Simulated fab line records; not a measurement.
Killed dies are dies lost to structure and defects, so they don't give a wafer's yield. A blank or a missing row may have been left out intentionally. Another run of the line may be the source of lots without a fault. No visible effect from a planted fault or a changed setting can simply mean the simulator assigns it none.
fab line records ; flow sky130
[record] lots = 14; wafers = 42; lastDay = 50
route steps=708 shown POLY_GATE@205 LDD_N@244 LDD_P@258 PAD_OPEN@708
lots that met no fault: taken from a fault-free run of the same line
startH: hours from the record's opening day to when the first of the lot's shown wafers began ; waitH: hours elapsed since this lot's preceding step ; " the same as in the row above ; L1.1+2: a row that stands for several wafers ; - no value, or no start given ; * or withheld: withheld ; < > ~ a bound
route shown NAME@n: names a module that has steps shown in the file, with the first one's number in the route ; usual: average and standard deviation across the fault-free wafers ; same: alike in all rows ; chamber/n: place in a boat ; sites: per-site readings ; _std_site: the values' standard deviation ; _edge_site: outer sites' mean less inner sites' ; radiusMm: how far each site lies from the wafer's centre ; mask NAME#n: copy n ; behind: tool/chamber where the wafer was last shaped ; hold: why the lot went on hold/how many hours it stayed there/how the hold came to an end ; device: the n, p or np transistor that did not switch ; end of line: tests run on the same wafers once the route is complete ; a step with no rows: only its recipe ; killed: dies that structure and defects cost at the first sort, which is not the same as the wafer's yield ; map: a wafer's dies, x killed, . not, _ none there
set.NAME: the setting as run; set.NAME@STEP: as run at that earlier step ; model.NAME: the simulator's own value behind a step, which no gauge read
a sample of lots followed through the steps of the route, with each step as a table and each wafer as a row
[[steps]]
[step SKY_POLY_GATE_THK_MEAS_01]
[recipe] reads = poly-Si_of_POLY_GATE_CVD_00
[usual] POLY_GATE_CVD_00_THK = 179.8/1.3
lot.wafer;tool;chamber;startH;waitH;POLY_GATE_CVD_00_THK[nm]
L617.1;filmMetro-02;-;315.66;0.0;179.7
L617.3;filmMetro-02;-;315.66;0.0;178.6
L617.6;filmMetro-02;-;315.66;0.0;180.1
L618.3;filmMetro-03;-;326.70;0.0;181.3
L618.4;filmMetro-03;-;326.70;0.0;180.2
L618.5;filmMetro-03;-;326.70;0.0;181.1
L619.1;filmMetro-02;-;331.32;0.0;179.5
L619.2;filmMetro-02;-;331.32;0.0;177.7
L619.5;filmMetro-02;-;331.32;0.0;178.5
L620.1;filmMetro-02;-;346.68;0.0;177.0
L620.3;filmMetro-02;-;346.68;0.0;177.8
L620.4;filmMetro-02;-;346.68;0.0;178.6
L621.3;filmMetro-03;-;352.25;0.0;177.3
L621.5;filmMetro-03;-;352.25;0.0;177.0
L621.6;filmMetro-03;-;352.25;0.0;178.4
L622.2;filmMetro-03;-;361.82;0.0;178.2
L622.3;filmMetro-03;-;361.82;0.0;178.2
L622.5;filmMetro-03;-;361.82;0.0;178.1
L624.2;filmMetro-02;-;372.32;0.0;180.5
L624.3;filmMetro-02;-;372.32;0.0;180.6
L624.5;filmMetro-02;-;372.32;0.0;180.6
L623.1;filmMetro-01;-;373.84;0.0;179.6
L623.4;filmMetro-01;-;373.84;0.0;180.8
L623.6;filmMetro-01;-;373.84;0.0;180.5
L625.2;filmMetro-02;-;383.07;0.0;179.1
L625.3;filmMetro-02;-;383.07;0.0;180.6
L625.6;filmMetro-02;-;383.07;0.0;180.5
L633.2;filmMetro-01;-;470.72;0.0;180.6
L633.3;filmMetro-01;-;470.72;0.0;180.3
L633.4;filmMetro-01;-;470.72;0.0;180.8
L632.4;filmMetro-02;-;475.25;0.0;180.0
L632.5;filmMetro-02;-;475.25;0.0;179.9
L632.6;filmMetro-02;-;475.25;0.0;181.8
L635.2;filmMetro-03;-;481.04;0.0;180.9
L635.5;filmMetro-03;-;481.04;0.0;182.1
L635.6;filmMetro-03;-;481.04;0.0;182.1
L636.3;filmMetro-02;-;486.50;0.0;178.9
L636.4;filmMetro-02;-;486.50;0.0;178.3
L636.6;filmMetro-02;-;486.50;0.0;178.7
L637.1;filmMetro-01;-;495.34;0.0;179.4
L637.4;filmMetro-01;-;495.34;0.0;179.3
L637.5;filmMetro-01;-;495.34;0.0;179.8
[step SKY_LDD_N_OVL_MEAS_07]
[usual] LDD_N_OVL = 0.4/1.2
lot.wafer;tool;chamber;startH;waitH;LDD_N_OVL[nm]
L617.1;overlay-02;-;403.29;0.1;0.9
L617.3;overlay-02;-;403.29;0.1;0.2
L617.6;overlay-02;-;403.29;0.1;0.1
L618.3;overlay-02;-;417.24;0.1;0.9
L618.4;overlay-02;-;417.24;0.1;0.7
L618.5;overlay-02;-;417.24;0.1;0.0
L619.1;overlay-01;-;424.20;0.1;1.5
L619.2;overlay-01;-;424.20;0.1;0.3
L619.5;overlay-01;-;424.20;0.1;1.4
L620.1;overlay-02;-;437.09;0.1;-1.1
L620.3;overlay-02;-;437.09;0.1;-2.4
L620.4;overlay-02;-;437.09;0.1;-0.3
L621.3;overlay-02;-;445.56;0.1;1.0
L621.5;overlay-02;-;445.56;0.1;1.7
L621.6;overlay-02;-;445.56;0.1;1.8
L622.2;overlay-02;-;453.81;0.1;-1.4
L622.3;overlay-02;-;453.81;0.1;1.1
L622.5;overlay-02;-;453.81;0.1;0.2
L624.2;overlay-02;-;465.39;0.1;0.3
L624.3;overlay-02;-;465.39;0.1;-0.3
L624.5;overlay-02;-;465.39;0.1;0.5
L623.1;overlay-01;-;468.89;0.1;0.0
L623.4;overlay-01;-;468.89;0.1;-1.6
L623.6;overlay-01;-;468.89;0.1;-0.1
L625.2;overlay-02;-;480.40;0.1;0.0
L625.3;overlay-02;-;480.40;0.1;0.6
L625.6;overlay-02;-;480.40;0.1;0.2
L633.2;overlay-01;-;566.51;0.1;0.7
L633.3;overlay-01;-;566.51;0.1;1.9
L633.4;overlay-01;-;566.51;0.1;1.2
L632.4;overlay-02;-;572.77;0.1;-0.3
L632.5;overlay-02;-;572.77;0.1;0.4
L632.6;overlay-02;-;572.77;0.1;2.2
L635.2;overlay-01;-;577.66;0.1;0.4
L635.5;overlay-01;-;577.66;0.1;-0.4
L635.6;overlay-01;-;577.66;0.1;-0.1
L636.3;overlay-01;-;581.52;0.1;-4.0
L636.4;overlay-01;-;581.52;0.1;-0.8
L636.6;overlay-01;-;581.52;0.1;-0.7
L637.1;overlay-02;-;589.88;0.1;3.0
L637.4;overlay-02;-;589.88;0.1;2.6
L637.5;overlay-02;-;589.88;0.1;0.8
[step SKY_LDD_N_TW_MEAS_17]
[usual] LDD_N_TW = 2581/14
lot.wafer;tool;chamber;startH;waitH;LDD_N_TW
L617.1;filmMetro-03;-;404.63;0.1;2566
L617.3;filmMetro-03;-;404.63;0.1;2572
L617.6;filmMetro-03;-;404.63;0.1;2569
L618.3;filmMetro-01;-;418.59;0.1;2594
L618.4;filmMetro-01;-;418.59;0.1;2573
L618.5;filmMetro-01;-;418.59;0.1;2575
L619.1;filmMetro-03;-;425.54;0.1;2581
L619.2;filmMetro-03;-;425.54;0.1;2574
L619.5;filmMetro-03;-;425.54;0.1;2577
L620.1;filmMetro-01;-;438.43;0.1;2582
L620.3;filmMetro-01;-;438.43;0.1;2584
L620.4;filmMetro-01;-;438.43;0.1;2587
L621.3;filmMetro-04;-;446.90;0.1;2590
L621.5;filmMetro-04;-;446.90;0.1;2591
L621.6;filmMetro-04;-;446.90;0.1;2593
L622.2;filmMetro-01;-;455.15;0.1;2570
L622.3;filmMetro-01;-;455.15;0.1;2582
L622.5;filmMetro-01;-;455.15;0.1;2574
L624.2;filmMetro-03;-;466.73;0.1;2565
L624.3;filmMetro-03;-;466.73;0.1;2570
L624.5;filmMetro-03;-;466.73;0.1;2566
L623.1;filmMetro-03;-;470.23;0.1;2575
L623.4;filmMetro-03;-;470.23;0.1;2572
L623.6;filmMetro-03;-;470.23;0.1;2570
L625.2;filmMetro-04;-;481.74;0.1;2570
L625.3;filmMetro-04;-;481.74;0.1;2586
L625.6;filmMetro-04;-;481.74;0.1;2584
L633.2;filmMetro-04;-;567.85;0.1;2588
L633.3;filmMetro-04;-;567.85;0.1;2598
L633.4;filmMetro-04;-;567.85;0.1;2574
L632.4;filmMetro-04;-;574.12;0.1;2587
L632.5;filmMetro-04;-;574.12;0.1;2594
L632.6;filmMetro-04;-;574.12;0.1;2594
L635.2;filmMetro-04;-;579.00;0.1;2578
L635.5;filmMetro-04;-;579.00;0.1;2597
L635.6;filmMetro-04;-;579.00;0.1;2595
L636.3;filmMetro-03;-;582.86;0.1;2577
L636.4;filmMetro-03;-;582.86;0.1;2580
L636.6;filmMetro-03;-;582.86;0.1;2582
L637.1;filmMetro-04;-;591.22;0.1;2587
L637.4;filmMetro-04;-;591.22;0.1;2603
L637.5;filmMetro-04;-;591.22;0.1;2599
[step SKY_LDD_P_SOFTBAKE_03]
[recipe] tempC = 90; timeS = 60; resist = NOVOLAK
[usual] heaterPowerTotalW = 56.60/0.044; plateTempC = 89.99/0.13
lot.wafer;tool;chamber;startH;waitH;heaterPowerTotalW;plateTempC
L617.1;lithoTrack-02;0;418.90;0.1;56.59;89.99
L617.3;lithoTrack-02;0;418.90;0.1;56.57;89.93
L617.6;lithoTrack-02;0;418.90;0.1;56.58;90.04
L618.3;lithoTrack-03;0;433.35;0.1;56.53;90.05
L618.4;lithoTrack-03;0;433.35;0.1;56.57;89.95
L618.5;lithoTrack-03;0;433.35;0.1;56.54;89.89
L619.1;lithoTrack-02;0;440.60;0.1;56.53;90.13
L619.2;lithoTrack-02;0;440.60;0.1;56.61;90.16
L619.5;lithoTrack-02;0;440.60;0.1;56.56;90.07
L620.1;lithoTrack-03;0;454.05;0.1;56.59;90.20
L620.3;lithoTrack-03;0;454.05;0.1;56.60;90.03
L620.4;lithoTrack-03;0;454.05;0.1;56.59;90.10
L621.3;lithoTrack-03;0;462.15;0.1;56.68;90.16
L621.5;lithoTrack-03;0;462.15;0.1;56.61;90.00
L621.6;lithoTrack-03;0;462.15;0.1;56.61;90.04
L622.2;lithoTrack-03;0;469.93;0.1;56.56;89.94
L622.3;lithoTrack-03;0;469.93;0.1;56.69;89.89
L622.5;lithoTrack-03;0;469.93;0.1;56.58;89.83
L624.2;lithoTrack-04;0;481.91;0.1;56.55;90.06
L624.3;lithoTrack-04;0;481.91;0.1;56.60;90.03
L624.5;lithoTrack-04;0;481.91;0.1;56.62;90.02
L623.1;lithoTrack-02;0;485.65;0.1;56.64;89.78
L623.4;lithoTrack-02;0;485.65;0.1;56.70;89.97
L623.6;lithoTrack-02;0;485.65;0.1;56.54;89.83
L625.2;lithoTrack-04;0;497.26;0.1;56.49;90.01
L625.3;lithoTrack-04;0;497.26;0.1;56.61;89.81
L625.6;lithoTrack-04;0;497.26;0.1;56.64;89.86
L633.2;lithoTrack-02;0;582.88;0.1;59.37;93.06
L633.3;lithoTrack-02;0;582.88;0.1;59.31;93.03
L633.4;lithoTrack-02;0;582.88;0.1;59.38;93.11
L632.4;lithoTrack-04;0;588.56;0.1;56.62;89.95
L632.5;lithoTrack-04;0;588.56;0.1;56.67;89.97
L632.6;lithoTrack-04;0;588.56;0.1;56.61;90.01
L635.2;lithoTrack-02;0;593.53;0.1;59.40;93.25
L635.5;lithoTrack-02;0;593.53;0.1;59.32;93.15
L635.6;lithoTrack-02;0;593.53;0.1;59.43;93.05
L636.3;lithoTrack-04;0;596.93;0.1;56.60;90.01
L636.4;lithoTrack-04;0;596.93;0.1;56.66;89.87
L636.6;lithoTrack-04;0;596.93;0.1;56.55;90.04
L637.1;lithoTrack-04;0;605.93;0.1;56.54;90.09
L637.4;lithoTrack-04;0;605.93;0.1;56.63;89.81
L637.5;lithoTrack-04;0;605.93;0.1;56.60;90.03
[step SKY_PAD_OPEN_PROBE_99]
[usual] killed_at_M0_to_M3 = 44/6.9; killed_at_M4_up = 3.2/1.8; killedAtContacts = 23/5.2; killedAtFrontEnd = 15/4.5; killedAtOther = 0.3/0.56; killedDies = 85/8.8; killedOpen = 47/6.7; killedShort = 39/6.4
[same] grossDies = 492; killedAtBackSide = 0
lot.wafer;tool;chamber;startH;waitH;killed_at_M0_to_M3;killed_at_M4_up;killedAtContacts;killedAtFrontEnd;killedAtOther;killedDies;killedOpen;killedShort
L617.1;prober-01;-;1079.11;0.1;47;3;16;17;0;83;47;36
L617.3;prober-01;-;1079.21;0.2;40;2;25;9;0;76;40;36
L617.6;prober-01;-;1079.36;0.2;52;2;22;18;0;94;52;40
L620.1;prober-02;-;1102.83;0.1;49;4;22;12;0;87;49;38
L620.3;prober-02;-;1102.93;0.2;48;1;28;12;0;89;53;36
L620.4;prober-02;-;1102.98;0.2;36;1;24;19;1;81;50;31
L622.2;prober-02;-;1109.85;0.1;57;5;23;10;3;98;54;44
L622.3;prober-02;-;1109.90;0.2;49;0;23;13;0;85;42;43
L622.5;prober-02;-;1110.00;0.2;47;3;32;12;0;94;48;46
L624.5;prober-01;-;1117.50;0.2;34;1;30;16;1;82;45;37
L625.3;prober-01;-;1129.00;0.2;41;4;22;15;0;82;44;38
// killed by level:class
L617.1 VIA1:geometricParticle:open=16 FIELD_ISO:geometricParticle:short=7 CONTACT:geometricParticle:open=7 VIA1:geometricParticle:short=6 LI_CONTACT:geometricParticle:open=5 VIA3:geometricParticle:open=5 VIA2:geometricParticle:open=5 METAL1:geometricParticle:short=4
L617.3 VIA1:geometricParticle:open=9 LI_CONTACT:geometricParticle:open=8 VIA3:geometricParticle:open=8 METAL2:geometricParticle:short=8 CONTACT:geometricParticle:short=7 VIA1:geometricParticle:short=4 VIA3:geometricParticle:short=4 FIELD_ISO:geometricParticle:open=3
L617.6 VIA1:geometricParticle:open=11 VIA1:geometricParticle:short=8 VIA3:geometricParticle:open=8 LI_CONTACT:geometricParticle:open=7 METAL2:geometricParticle:short=6 METAL1:geometricParticle:short=5 LOCAL_INTERCONNECT:geometricParticle:short=5 CONTACT:geometricParticle:open=5
L620.1 VIA2:geometricParticle:open=13 VIA1:geometricParticle:open=8 LOCAL_INTERCONNECT:geometricParticle:short=7 LI_CONTACT:geometricParticle:open=6 VIA3:geometricParticle:short=6 FIELD_ISO:geometricParticle:open=4 SPACER:geometricParticle:short=4 CONTACT:geometricParticle:open=4
L620.3 VIA3:geometricParticle:open=12 VIA1:geometricParticle:open=11 CONTACT:geometricParticle:open=9 CONTACT:geometricParticle:short=7 VIA2:geometricParticle:open=6 POLY_GATE:geometricParticle:short=5 POLY_GATE:geometricParticle:open=5 LI_CONTACT:geometricParticle:short=5
L620.4 CONTACT:geometricParticle:open=13 VIA1:geometricParticle:open=9 VIA3:geometricParticle:open=7 FIELD_ISO:geometricParticle:open=5 FIELD_ISO:geometricParticle:short=4 POLY_GATE:geometricParticle:short=4 POLY_GATE:geometricParticle:open=4 METAL1:geometricParticle:short=4
L622.2 CONTACT:geometricParticle:open=12 VIA1:geometricParticle:open=10 VIA3:geometricParticle:open=10 VIA1:geometricParticle:short=7 METAL1:geometricParticle:short=7 METAL2:geometricParticle:short=7 CONTACT:geometricParticle:short=6 VIA2:geometricParticle:open=5
L622.3 VIA1:geometricParticle:short=10 CONTACT:geometricParticle:open=9 METAL1:geometricParticle:short=9 VIA3:geometricParticle:open=8 VIA1:geometricParticle:open=7 VIA2:geometricParticle:open=6 CONTACT:geometricParticle:short=5 FIELD_ISO:geometricParticle:open=4
L622.5 CONTACT:geometricParticle:open=13 METAL1:geometricParticle:short=9 VIA2:geometricParticle:open=9 LI_CONTACT:geometricParticle:open=8 VIA1:geometricParticle:open=7 FIELD_ISO:geometricParticle:short=6 METAL2:geometricParticle:short=6 LI_CONTACT:geometricParticle:short=5
L624.5 VIA1:geometricParticle:open=10 LI_CONTACT:geometricParticle:open=9 CONTACT:geometricParticle:open=8 FIELD_ISO:geometricParticle:short=6 POLY_GATE:geometricParticle:open=5 CONTACT:geometricParticle:short=5 VIA3:geometricParticle:open=5 LI_CONTACT:geometricParticle:short=4
L625.3 CONTACT:geometricParticle:open=10 VIA1:geometricParticle:open=9 LI_CONTACT:geometricParticle:open=7 POLY_GATE:geometricParticle:open=6 VIA1:geometricParticle:short=6 METAL1:geometricParticle:short=4 VIA2:geometricParticle:short=4 VIA2:geometricParticle:open=4
[[key]]
[firstSign] step = SKY_LDD_P_SOFTBAKE_03; reading = heaterPowerTotalW; direction = up; sigmas = 63; usual = *; struck = *
[effect] step = SKY_LDD_P_SOFTBAKE_03; reading = plateTempC; direction = up; sigmas = 25; usual = *; struck = *
metAt SKY_LDD_P_SOFTBAKE_03
struckLots L633,L635
testerLeftOut L633,L635
notActingAt SKY_POLY_GATE_THK_MEAS_01,SKY_LDD_N_OVL_MEAS_07,SKY_LDD_N_TW_MEAS_17
onsetBetween 485.65 582.88
[fault] kind = processParameterDrift; tool = lithoTrack-02; chamber = -; onsetH = 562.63; steps = SKY_LDD_P_SOFTBAKE_03; channel = tempC; offset = *; shape = step; endH = 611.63; actsIn = *; stated = *
// testerLeftOut: of these lots the tester's yield and bins aren't shown, on N5 and GAA mostly nor the transistor test; their killed dies are dies lost to structure and defects alone, not to doping, threshold or leakage, so they don't give the yield
